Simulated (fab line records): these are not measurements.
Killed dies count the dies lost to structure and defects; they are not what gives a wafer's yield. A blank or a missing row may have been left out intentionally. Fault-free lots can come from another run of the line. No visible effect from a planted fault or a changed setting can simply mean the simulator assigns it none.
fab line records | flow sky130
[record] lots = 6 | wafers = 18 | last-day = 50
route steps=708 shown LDD_N@241 PAD_OPEN@708
lots untouched by any fault: they come from a run of this same line in which no faults occurred
start-h: hours from the record's first day to the start of the lot's first wafer shown | wait-h: hours from the lot's prior step to this one | " unchanged from the row above | L1.1+2: a single row standing in for several wafers | - no value, or no start was given | * or withheld: withheld | < > ~ a bound
route shown NAME@n: names a module that has steps shown in the file, with the first one's number in the route | usual: average and standard deviation across the fault-free wafers | same: alike in all rows | chamber/n: place in a boat | sites: the reading at each site | _std_site: how widely they spread, as a standard deviation | _edge_site: outer sites' mean less inner sites' | radius-mm: how far each site lies from the wafer's centre | mask NAME#n: copy n | behind: the tool/chamber that last shaped the wafer | hold: why the lot went on hold/how many hours it stayed there/how the hold came to an end | device: transistor that didn't switch, given as n, p or np | end of line: tests of these same wafers at the route's end | for a step that has no rows: nothing shown but its recipe | killed: dies lost to structure and defects at the first sort, not the wafer's yield | map: per-die view of a wafer (x killed, . not killed, _ where there is no die)
set.NAME: the setting as run; set.NAME@STEP: as run at that earlier step | model.NAME: the simulator's own value behind a step, which no gauge read
lots seen at some steps along the route; tables by step, rows by wafer
services: the hour from which a tool's chamber was out of use, counted from the record's first day as start-h (under 0 if before that day), plus the number of hours and why
[[steps]]
[step SKY_LDD_N_EXPOSE_04]
[recipe] mask-id = NTM | target-cd-nm = 840 | na = 0.6 | source-shape = conventional | sigma-outer = 0.6 | dose-mj = 110
[step SKY_LDD_N_PEB_05]
[recipe] temp-c = withheld | time-s = * | resist = NOVOLAK
[step SKY_LDD_N_DEVELOP_06]
[recipe] develop-time-s = 60 | dev-temp-c = 23
[step SKY_LDD_N_OVL_MEAS_07]
[usual] LDD_N_OVL = -0.1/1.3
lot.wafer | tool       | chamber | start-h | wait-h | LDD_N_OVL[nm]
L277.1    | overlay-01 | -       | 498.79  | 0.1    | 0.7
L277.2    | "          | -       | "       | "      | 0.0
L277.3    | "          | -       | "       | "      | 0.7
L281.1    | overlay-01 | -       | 516.06  | 0.1    | 0.7
L281.2    | "          | -       | "       | "      | 1.0
L281.4    | "          | -       | "       | "      | 0.0
L286.2    | overlay-02 | -       | 557.46  | 0.1    | -0.9
L286.3    | "          | -       | "       | "      | 0.1
L286.6    | "          | -       | "       | "      | -0.7
L287.2    | overlay-01 | -       | 560.51  | 0.1    | -1.1
L287.5    | "          | -       | "       | "      | -1.2
L287.6    | "          | -       | "       | "      | -1.8
L289.2    | overlay-02 | -       | 584.14  | 0.1    | -0.9
L289.3    | "          | -       | "       | "      | 1.4
L289.4    | "          | -       | "       | "      | 0.1
L292.1    | overlay-01 | -       | 599.79  | 0.1    | -0.4
L292.3    | "          | -       | "       | "      | -2.3
L292.4    | "          | -       | "       | "      | 0.0
[step SKY_LDD_N_IMPLANT_08]
[recipe] species = As | energy-kev = 20 | dose-cm2 = 7.5e+13 | tilt-deg = withheld | rotation-deg = 23
[step SKY_LDD_N_IMPLANT_09]
[recipe] species = As | energy-kev = 20 | dose-cm2 = 7.5e+13 | tilt-deg = withheld | rotation-deg = 113
[step SKY_LDD_N_IMPLANT_10]
[recipe] species = As | energy-kev = 20 | dose-cm2 = 7.5e+13 | tilt-deg = withheld | rotation-deg = 203
[step SKY_LDD_N_IMPLANT_11]
[recipe] species = As | energy-kev = 20 | dose-cm2 = 7.5e+13 | tilt-deg = withheld | rotation-deg = 293
[step SKY_LDD_N_IMPLANT_12]
[recipe] species = BF2 | energy-kev = 50 | dose-cm2 = 5e+12 | tilt-deg = 30 | rotation-deg = 0
[step SKY_LDD_N_IMPLANT_13]
[recipe] species = BF2 | energy-kev = 50 | dose-cm2 = 5e+12 | tilt-deg = 30 | rotation-deg = 90
[step SKY_LDD_N_IMPLANT_14]
[recipe] species = BF2 | energy-kev = 50 | dose-cm2 = 5e+12 | tilt-deg = 30 | rotation-deg = 180
[step SKY_LDD_N_IMPLANT_15]
[recipe] species = BF2 | energy-kev = 50 | dose-cm2 = 5e+12 | tilt-deg = 30 | rotation-deg = 270
[step SKY_LDD_N_STRIP_16]
[recipe] chemistry = O2/N2 | power-w = 1400 | pressure-mtorr = 1500 | platen-temp-c = withheld | o2-flow-sccm = 3000 | n2-flow-sccm = 300 | overash-fraction = 0.5
[usual] drypump-motor-current-A = 5.77/0.08 | oes-product-au = 0.407/0.0045 | overash-fraction = 0.5/0 | strip-time-to-endpoint-s = 4.326/0.014
lot.wafer | tool            | chamber | start-h | wait-h | drypump-motor-current-A | oes-product-au | overash-fraction | rf-hours-counter-h | strip-time-to-endpoint-s
L277.1    | plasma-asher-01 | 0       | 500.02  | 0.1    | 5.87                    | 0.395          | 0.5              | 79                 | 4.333
L277.2    | "               | 1       | "       | "      | 5.78                    | 0.409          | 0.5              | 79                 | 4.344
L277.3    | "               | 1       | "       | "      | 5.76                    | 0.405          | 0.5              | -                  | 4.317
L281.1    | plasma-asher-04 | 1       | 517.29  | 0.1    | 5.77                    | 0.412          | 0.5              | 8                  | 4.347
L281.2    | "               | 0       | "       | "      | 5.67                    | 0.407          | 0.5              | 8                  | 4.347
L281.4    | "               | 0       | "       | "      | 5.65                    | 0.405          | 0.5              | -                  | 4.336
L286.2    | plasma-asher-01 | 1       | 558.69  | 0.1    | 5.78                    | 0.410          | 0.7              | 85                 | 4.322
L286.3    | "               | 0       | "       | "      | 5.83                    | 0.404          | 0.7              | -                  | 4.332
L286.6    | "               | 0       | "       | "      | 5.82                    | 0.410          | 0.7              | -                  | 4.333
L287.2    | plasma-asher-01 | 0       | 561.74  | 0.1    | 5.84                    | 0.406          | 0.7              | 85                 | 4.323
L287.5    | "               | 1       | "       | "      | 5.79                    | 0.408          | 0.7              | -                  | 4.289
L287.6    | "               | 0       | "       | "      | 5.84                    | 0.407          | 0.7              | -                  | 4.337
L289.2    | plasma-asher-04 | 1       | 585.37  | 0.1    | 5.82                    | 0.407          | 0.5              | 16                 | 4.328
L289.3    | "               | 0       | "       | "      | 5.73                    | 0.409          | 0.5              | -                  | 4.297
L289.4    | "               | 1       | "       | "      | 5.80                    | 0.416          | 0.5              | -                  | 4.333
L292.1    | plasma-asher-04 | 1       | 601.02  | 0.1    | 5.80                    | 0.419          | 0.5              | 17                 | 4.334
L292.3    | "               | 0       | "       | "      | 5.71                    | 0.405          | 0.5              | -                  | 4.354
L292.4    | "               | 1       | "       | "      | 5.80                    | 0.403          | 0.5              | -                  | 4.323
[step SKY_LDD_N_TW_MEAS_17]
[usual] LDD_N_TW = 2568/13
lot.wafer | tool          | chamber | start-h | wait-h | LDD_N_TW
L277.1    | film-metro-03 | -       | 500.12  | 0.1    | 2579
L277.2    | "             | -       | "       | "      | 2574
L277.3    | "             | -       | "       | "      | 2581
L281.1    | film-metro-02 | -       | 517.39  | 0.1    | 2566
L281.2    | "             | -       | "       | "      | 2556
L281.4    | "             | -       | "       | "      | 2573
L286.2    | film-metro-02 | -       | 558.80  | 0.1    | 2559
L286.3    | "             | -       | "       | "      | 2523
L286.6    | "             | -       | "       | "      | 2560
L287.2    | film-metro-02 | -       | 561.85  | 0.1    | 2568
L287.5    | "             | -       | "       | "      | 2550
L287.6    | "             | -       | "       | "      | 2554
L289.2    | film-metro-03 | -       | 585.48  | 0.1    | 2570
L289.3    | "             | -       | "       | "      | 2581
L289.4    | "             | -       | "       | "      | 2585
L292.1    | film-metro-01 | -       | 601.12  | 0.1    | 2580
L292.3    | "             | -       | "       | "      | 2561
L292.4    | "             | -       | "       | "      | 2571
[step SKY_PAD_OPEN_PROBE_99]
[usual] killed_at_M0_to_M3 = 43/6.9 | killed_at_M4_up = 3.0/1.8 | killed-at-contacts = 24/4.8 | killed-at-front-end = 15/4.5 | killed-at-other = 0.4/0.67 | killed-dies = 86/9.2 | killed-on-rim = 17/3.5 | killed-open = 46/6.9 | killed-short = 39/6
[same] gross-dies = 492 | killed-at-back-side = 0
lot.wafer | tool      | chamber | start-h | wait-h | killed_at_M0_to_M3 | killed_at_M4_up | killed-at-contacts | killed-at-front-end | killed-at-other | killed-dies | killed-on-rim | killed-open | killed-short
L277.1    | prober-02 | -       | 1142.39 | 0.1    | 32                 | 5               | 21                 | 17                  | 0               | 75          | 13            | 42          | 32
L277.2    | prober-02 | -       | 1142.44 | 0.1    | 35                 | 4               | 27                 | 11                  | 1               | 78          | 15            | 35          | 43
L277.3    | prober-02 | -       | 1142.49 | 0.2    | 39                 | 4               | 25                 | 8                   | 0               | 76          | 15            | 36          | 40
L281.1    | prober-02 | -       | 1153.92 | 0.1    | 46                 | 3               | 31                 | 15                  | 0               | 95          | 26            | 51          | 43
L281.2    | prober-02 | -       | 1153.97 | 0.1    | 41                 | 3               | 19                 | 13                  | 1               | 77          | 19            | 38          | 38
L281.4    | prober-02 | -       | 1154.07 | 0.2    | 57                 | 5               | 32                 | 18                  | 0               | 112         | 25            | 54          | 57
L286.2    | prober-02 | -       | 1177.01 | 0.1    | 52                 | 4               | 24                 | 13                  | 0               | 93          | 19            | 48          | 45
L286.3    | prober-02 | -       | 1177.06 | 0.2    | 42                 | 3               | 30                 | 17                  | 0               | 92          | 22            | 58          | 34
L286.6    | prober-02 | -       | 1177.21 | 0.2    | 40                 | 0               | 20                 | 20                  | 0               | 80          | 18            | 48          | 30
L287.2    | prober-01 | -       | 1178.75 | 0.1    | 53                 | 6               | 23                 | 15                  | 0               | 97          | 20            | 57          | 39
L287.5    | prober-01 | -       | 1178.90 | 0.2    | 42                 | 6               | 25                 | 22                  | 1               | 96          | 17            | 54          | 42
L287.6    | prober-01 | -       | 1178.95 | 0.2    | 52                 | 3               | 19                 | 7                   | 0               | 81          | 15            | 52          | 29
L289.2    | prober-01 | -       | 1189.96 | 0.1    | 43                 | 2               | 31                 | 15                  | 0               | 91          | 15            | 57          | 34
L289.3    | prober-01 | -       | 1190.01 | 0.2    | 40                 | 2               | 24                 | 15                  | 0               | 81          | 14            | 46          | 35
L289.4    | prober-01 | -       | 1190.06 | 0.2    | 50                 | 3               | 20                 | 10                  | 1               | 84          | 18            | 51          | 33
L292.1    | prober-02 | -       | 1199.84 | 0.1    | 50                 | 2               | 23                 | 8                   | 0               | 83          | 21            | 44          | 39
L292.3    | prober-02 | -       | 1199.94 | 0.2    | 50                 | 5               | 21                 | 10                  | 1               | 87          | 15            | 42          | 45
L292.4    | prober-02 | -       | 1199.99 | 0.2    | 42                 | 2               | 20                 | 20                  | 1               | 85          | 15            | 46          | 39
// killed by level:class
L277.1 LI_CONTACT:geometric-particle:open=9 FIELD_ISO:geometric-particle:open=8 VIA1:geometric-particle:open=8 CONTACT:geometric-particle:open=7 POLY_GATE:geometric-particle:short=7 METAL1:geometric-particle:short=5 VIA2:geometric-particle:open=4 METAL4:geometric-particle:short=4
L277.2 LI_CONTACT:geometric-particle:open=9 METAL1:geometric-particle:short=7 VIA1:geometric-particle:open=5 CONTACT:geometric-particle:open=5 CONTACT:geometric-particle:short=5 VIA1:geometric-particle:short=5 POLY_GATE:geometric-particle:short=4 METAL3:geometric-particle:short=4
L277.3 CONTACT:geometric-particle:open=9 LI_CONTACT:geometric-particle:open=8 VIA2:geometric-particle:open=8 VIA1:geometric-particle:open=7 METAL1:geometric-particle:short=6 METAL3:geometric-particle:short=5 FIELD_ISO:geometric-particle:short=4 CONTACT:geometric-particle:short=4
L281.1 VIA1:geometric-particle:open=12 CONTACT:geometric-particle:open=12 VIA3:geometric-particle:open=11 CONTACT:geometric-particle:short=7 LOCAL_INTERCONNECT:geometric-particle:short=6 POLY_GATE:geometric-particle:open=5 POLY_GATE:geometric-particle:short=5 METAL2:geometric-particle:short=5
L281.2 VIA1:geometric-particle:open=9 VIA2:geometric-particle:open=7 LOCAL_INTERCONNECT:geometric-particle:short=6 VIA3:geometric-particle:open=6 METAL1:geometric-particle:short=5 METAL2:geometric-particle:short=5 FIELD_ISO:geometric-particle:short=4 VIA1:geometric-particle:short=4
L281.4 VIA1:geometric-particle:open=17 CONTACT:geometric-particle:open=14 METAL2:geometric-particle:short=11 CONTACT:geometric-particle:short=8 VIA3:geometric-particle:short=6 VIA3:geometric-particle:open=5 LOCAL_INTERCONNECT:geometric-particle:short=5 METAL1:geometric-particle:short=5
L286.2 CONTACT:geometric-particle:open=12 METAL1:geometric-particle:short=12 LI_CONTACT:geometric-particle:open=8 VIA1:geometric-particle:short=8 VIA1:geometric-particle:open=8 VIA2:geometric-particle:open=6 VIA3:geometric-particle:open=5 FIELD_ISO:geometric-particle:short=4
L286.3 VIA1:geometric-particle:open=13 LI_CONTACT:geometric-particle:open=12 CONTACT:geometric-particle:open=8 VIA3:geometric-particle:open=7 VIA2:geometric-particle:open=6 FIELD_ISO:geometric-particle:open=5 VIA1:geometric-particle:short=5 POLY_GATE:geometric-particle:short=5
L286.6 CONTACT:geometric-particle:open=9 VIA1:geometric-particle:open=9 LI_CONTACT:geometric-particle:open=7 FIELD_ISO:geometric-particle:short=6 VIA2:geometric-particle:open=6 FIELD_ISO:geometric-particle:open=6 VIA3:geometric-particle:open=5 METAL1:geometric-particle:short=4
L287.2 VIA1:geometric-particle:open=20 CONTACT:geometric-particle:open=11 VIA1:geometric-particle:short=8 LI_CONTACT:geometric-particle:open=7 VIA2:geometric-particle:open=6 FIELD_ISO:geometric-particle:short=5 POLY_GATE:geometric-particle:open=4 VIA3:geometric-particle:short=4
L287.5 VIA1:geometric-particle:open=12 CONTACT:geometric-particle:open=9 LI_CONTACT:geometric-particle:open=8 VIA3:geometric-particle:open=7 POLY_GATE:geometric-particle:short=6 VIA1:geometric-particle:short=6 FIELD_ISO:geometric-particle:short=5 FIELD_ISO:geometric-particle:open=4
L287.6 VIA1:geometric-particle:open=16 VIA3:geometric-particle:open=12 METAL2:geometric-particle:short=6 CONTACT:geometric-particle:short=5 CONTACT:geometric-particle:open=4 LI_CONTACT:geometric-particle:open=4 VIA1:geometric-particle:short=4 VIA2:geometric-particle:open=4
L289.2 VIA1:geometric-particle:open=16 LI_CONTACT:geometric-particle:open=13 CONTACT:geometric-particle:open=8 FIELD_ISO:geometric-particle:open=6 VIA1:geometric-particle:short=6 METAL1:geometric-particle:short=5 CONTACT:geometric-particle:short=5 VIA2:geometric-particle:open=4
L289.3 VIA1:geometric-particle:open=14 CONTACT:geometric-particle:open=12 FIELD_ISO:geometric-particle:open=6 METAL1:geometric-particle:short=5 METAL2:geometric-particle:short=5 METAL3:geometric-particle:short=5 POLY_GATE:geometric-particle:short=4 LOCAL_INTERCONNECT:geometric-particle:short=4
L289.4 VIA1:geometric-particle:open=16 VIA3:geometric-particle:open=8 CONTACT:geometric-particle:open=8 LI_CONTACT:geometric-particle:open=6 METAL1:geometric-particle:short=5 VIA2:geometric-particle:open=5 FIELD_ISO:geometric-particle:open=4 FIELD_ISO:geometric-particle:short=4
L292.1 VIA3:geometric-particle:open=12 VIA1:geometric-particle:open=9 METAL1:geometric-particle:short=7 VIA1:geometric-particle:short=6 CONTACT:geometric-particle:short=6 CONTACT:geometric-particle:open=6 LI_CONTACT:geometric-particle:open=5 METAL2:geometric-particle:short=3
L292.3 VIA1:geometric-particle:open=13 METAL1:geometric-particle:short=9 LOCAL_INTERCONNECT:geometric-particle:short=7 VIA3:geometric-particle:open=6 FIELD_ISO:geometric-particle:short=5 VIA2:geometric-particle:open=5 VIA1:geometric-particle:short=5 LI_CONTACT:geometric-particle:open=4
L292.4 VIA1:geometric-particle:open=13 LOCAL_INTERCONNECT:geometric-particle:short=7 VIA1:geometric-particle:short=7 POLY_GATE:geometric-particle:open=6 FIELD_ISO:geometric-particle:short=5 LOCAL_INTERCONNECT:geometric-particle:open=5 LI_CONTACT:geometric-particle:open=4 VIA3:geometric-particle:open=4
[[services]]
tool            | chamber | start-h | hours | kind
plasma-asher-04 | -       | 486.86  | 2.8   | pm
plasma-asher-01 | -       | 511.13  | 0.3   | repair
plasma-asher-04 | -       | 519.20  | 4.3   | repair
plasma-asher-01 | -       | 542.79  | 3.3   | repair
[[key]]
[first-sign] step = SKY_LDD_N_STRIP_16 | reading = overash-fraction | direction = up | sigmas = 99+ | usual = 0.5 | struck = 0.7
effect none on later readings
met-at SKY_LDD_N_STRIP_16
struck-wafers L286.2,L286.3,L286.6,L287.2,L287.5,L287.6
tester-left-out L286,L287
onset-between 500.02 558.69
[fault] kind = process-parameter-drift | tool = plasma-asher-01 | chamber = - | onset-h = 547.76 | steps = SKY_LDD_N_STRIP_16 | channel = overash-fraction | offset = 0.2 | shape = step | end-h = 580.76 | acts-in = these-recipes-only | stated = 0.5
// tester-left-out: of these lots the tester's yield and bins aren't shown, on N5 and GAA mostly nor the transistor test; their killed dies are dies lost to structure and defects alone, not to doping, threshold or leakage, so they don't give the yield
